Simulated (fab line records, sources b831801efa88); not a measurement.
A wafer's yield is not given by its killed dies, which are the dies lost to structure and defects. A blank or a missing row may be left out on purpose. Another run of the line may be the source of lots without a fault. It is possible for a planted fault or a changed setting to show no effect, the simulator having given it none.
fab line records    flow sfq_line
record: lots: 14  wafers: 42  last_day: 94
route steps=325 shown I5@228 C5@248
lots that met no fault: from a run of the same line without faults
start_h: hours from the record's opening day to when the first of the lot's shown wafers began    wait_h: hours since the lot's step before    " unchanged from the row above    L1.1+2: several wafers, shown together as one row    - either no value or no given start    * or withheld: withheld    < > ~ a bound
route shown NAME@n: names a module that has steps shown in the file, with the first one's number in the route    usual: mean/standard deviation of fault-free wafers    same: alike in all rows    chamber/n: place in a boat    sites: the reading at each site    _std_site: how widely they spread, as a standard deviation    _edge_site: outer sites' mean less inner sites'    radius_mm: how far each site lies from the wafer's centre    mask NAME#n: copy n    behind: the tool/chamber that last shaped the wafer    hold: reason for holding the lot/hours on hold/outcome of the hold    device: which transistor (n, p or np) failed to switch    end of line: at the end of the route, the tests of the same wafers    where a step has no rows: the recipe by itself    killed: the dies lost at the first sort to structure and to defects; this is not the yield of the wafer    map: per-die view of a wafer (x killed, . not killed, _ where there is no die)
set.NAME: the setting as run; set.NAME@STEP: as run at that earlier step    model.NAME: the simulator's own value behind a step, which no gauge read
one table for each step of the route and one row for each wafer, over a sample of lots
services: from which hour (start_h, from the record's first day; less than 0 if before it) a tool's chamber was out of use, for how many hours, and why
== steps ==
step: SFQ_TRILAYER_A5C_DEP_PECVD_142
recipe: material: SiO2  temp_c: 150  time_s: 15.556  pressure_torr: 2.4  rf_w: 183.3  precursor: SiH4/N2O  target_thk_nm: 70
usual: heater_power_w: 86/16  throttle_valve_pct: 24.4/0.92
lot.wafer  tool      chamber  start_h  wait_h  heater_power_w  throttle_valve_pct
L407.1     pecvd-03  2        1393.52  0.0     85              24.1
L407.5     "         1        "        "       108             24.1
L407.6     "         0        "        "       102             22.4
L408.1     pecvd-03  2        1427.01  0.0     75              24.3
L408.2     "         0        "        "       100             22.5
L408.6     "         0        "        "       104             22.2
L410.1     pecvd-01  1        1432.71  0.0     68              25.4
L410.3     "         0        "        "       83              23.7
L410.4     "         0        "        "       83              24.1
L411.2     pecvd-03  1        1442.31  0.0     107             24.1
L411.4     "         1        "        "       106             24.4
L411.5     "         2        "        "       82              24.4
L412.1     pecvd-03  2        1467.85  0.0     79              24.4
L412.2     "         1        "        "       111             24.3
L412.3     "         0        "        "       104             22.8
L413.2     pecvd-01  0        1471.88  0.0     80              24.0
L413.3     "         2        "        "       74              25.0
L413.4     "         0        "        "       81              24.0
L416.2     pecvd-01  2        1609.43  0.0     73              25.0
L416.5     "         1        "        "       81              25.4
L416.6     "         0        "        "       80              23.9
L418.2     pecvd-01  1        1630.40  0.0     75              25.4
L418.3     "         1        "        "       75              25.3
L418.4     "         2        "        "       76              25.0
L420.1     pecvd-04  0        1632.80  0.0     64              24.0
L420.2     "         1        "        "       76              25.7
L420.5     "         1        "        "       77              25.6
L421.1     pecvd-01  2        1635.20  0.0     70              24.8
L421.2     "         1        "        "       78              25.2
L421.5     "         2        "        "       71              24.9
L425.1     pecvd-04  0        1644.20  0.0     71              24.1
L425.2     "         1        "        "       70              25.9
L425.6     "         0        "        "       56              24.3
L427.2     pecvd-04  2        1647.80  0.0     102             23.6
L427.3     "         1        "        "       76              25.7
L427.5     "         1        "        "       79              25.8
L428.2     pecvd-03  1        1650.20  0.0     110             24.9
L428.4     "         0        "        "       97              22.9
L428.6     "         2        "        "       83              25.1
L430.1     pecvd-04  0        1653.32  0.0     68              24.5
L430.2     "         1        "        "       73              26.0
L430.4     "         0        "        "       69              24.3
step: SFQ_TRILAYER_C5_ETCH_VIA_ETCH_154
recipe: target: SiO2  mask_material: PR  chemistry: CHF3  target_depth_nm: 84  source_w: 500  bias_w: 80  pressure_mtorr: 30  time_s: withheld  stop_on: Nb
usual: drypump_motor_current_A: 5.6/0.39  oes_product_au: 0.896/0.0091
lot.wafer  tool         chamber  start_h  wait_h  drypump_motor_current_A  oes_product_au
L407.1     rie_diel-01  3        1617.97  0.0     5.6                      0.884
L407.5     "            3        "        "       5.6                      0.915
L407.6     "            0        "        "       5.4                      0.915
L408.1     rie_diel-01  0        1658.94  0.0     5.4                      0.881
L408.2     "            3        "        "       5.7                      0.893
L408.6     "            0        "        "       5.4                      0.898
L410.1     rie_diel-01  1        1668.54  0.0     5.2                      0.892
L410.3     "            3        "        "       5.6                      0.895
L410.4     "            0        "        "       5.4                      0.898
L411.2     rie_diel-03  0        1669.87  0.0     6.2                      0.893
L411.4     "            3        "        "       5.0                      0.899
L411.5     "            0        "        "       6.2                      0.883
L412.1     rie_diel-02  3        1671.07  0.0     5.8                      0.874
L412.2     "            1        "        "       6.1                      0.895
L412.3     "            2        "        "       5.8                      0.898
L413.2     rie_diel-01  3        1672.27  0.0     5.7                      0.887
L413.3     "            1        "        "       5.2                      0.903
L413.4     "            1        "        "       5.2                      0.899
L416.2     rie_diel-01  2        1710.47  0.0     4.8                      0.890
L416.5     "            3        "        "       5.7                      0.889
L416.6     "            1        "        "       5.2                      0.893
L418.2     rie_diel-03  2        1729.32  0.0     5.7                      0.774
L418.3     "            1        "        "       5.8                      0.776
L418.4     "            3        "        "       5.0                      0.904
L420.1     rie_diel-03  3        1734.12  0.0     5.0                      0.888
L420.2     "            0        "        "       6.2                      0.892
L420.5     "            3        "        "       5.0                      0.896
L421.1     rie_diel-01  2        1737.78  0.0     4.8                      0.893
L421.2     "            0        "        "       5.4                      0.770
L421.5     "            3        "        "       5.7                      0.895
L425.1     rie_diel-01  0        1807.09  0.0     5.4                      0.893
L425.2     "            1        "        "       5.2                      0.897
L425.6     "            0        "        "       5.4                      0.903
L427.2     rie_diel-01  0        1862.53  0.0     5.4                      0.898
L427.3     "            3        "        "       5.6                      0.902
L427.5     "            3        "        "       5.6                      0.920
L428.2     rie_diel-03  0        1864.93  0.0     6.2                      0.892
L428.4     "            1        "        "       5.8                      0.901
L428.6     "            2        "        "       5.7                      0.888
L430.1     rie_diel-03  2        1868.99  0.0     5.7                      0.895
L430.2     "            3        "        "       5.0                      0.913
L430.4     "            1        "        "       5.8                      0.908
== services ==
tool         chamber  start_h  hours  kind
pecvd-01     -        1387.68  0.3    repair
pecvd-01     -        1411.54  1.2    repair
rie_diel-03  1        1427.41  16.6   repair
pecvd-01     -        1437.91  6.0    pm
pecvd-01     1        1446.37  5.7    repair
rie_diel-01  1        1451.29  1.7    repair
pecvd-01     1        1458.91  45.2   repair
pecvd-03     -        1462.13  0.5    repair
rie_diel-03  2        1470.66  3.6    repair
rie_diel-01  1        1485.37  33.5   repair
rie_diel-01  1        1535.32  1.6    repair
rie_diel-01  0        1535.94  6.6    repair
pecvd-01     -        1581.26  28.1   pm
pecvd-03     -        1616.46  2.8    pm
pecvd-01     0        1622.88  41.5   repair
rie_diel-01  2        1645.39  4.7    repair
pecvd-01     -        1663.95  2.8    pm
pecvd-03     -        1676.35  6.0    pm
rie_diel-01  2        1679.45  7.6    repair
rie_diel-01  -        1714.67  2.8    pm
rie_diel-01  3        1783.52  7.4    repair
rie_diel-01  0        1784.70  21.5   repair
rie_diel-01  3        1822.65  11.5   repair
rie_diel-01  0        1831.82  5.3    repair
== key ==
first_sign: step: SFQ_TRILAYER_C5_ETCH_VIA_ETCH_154  reading: oes_product_au  direction: down  sigmas: 13  usual: 0.896  struck: 0.773
effect none on later readings
met_at SFQ_TRILAYER_A5C_DEP_PECVD_142
struck_lots L418,L421
struck_wafers L418.2,L418.3,L421.2
onset_between 1609.43 1630.40
fault: kind: site_profile_drift  tool: pecvd-01  chamber: 1  onset_h: 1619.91  steps: SFQ_TRILAYER_A5C_DEP_PECVD_142  basis: fraction  max_abs_drift: 0.52421  slope_share_per_hr: 116.49  site_pattern: 0,0,0,0,0,-1,-1,-1,-1
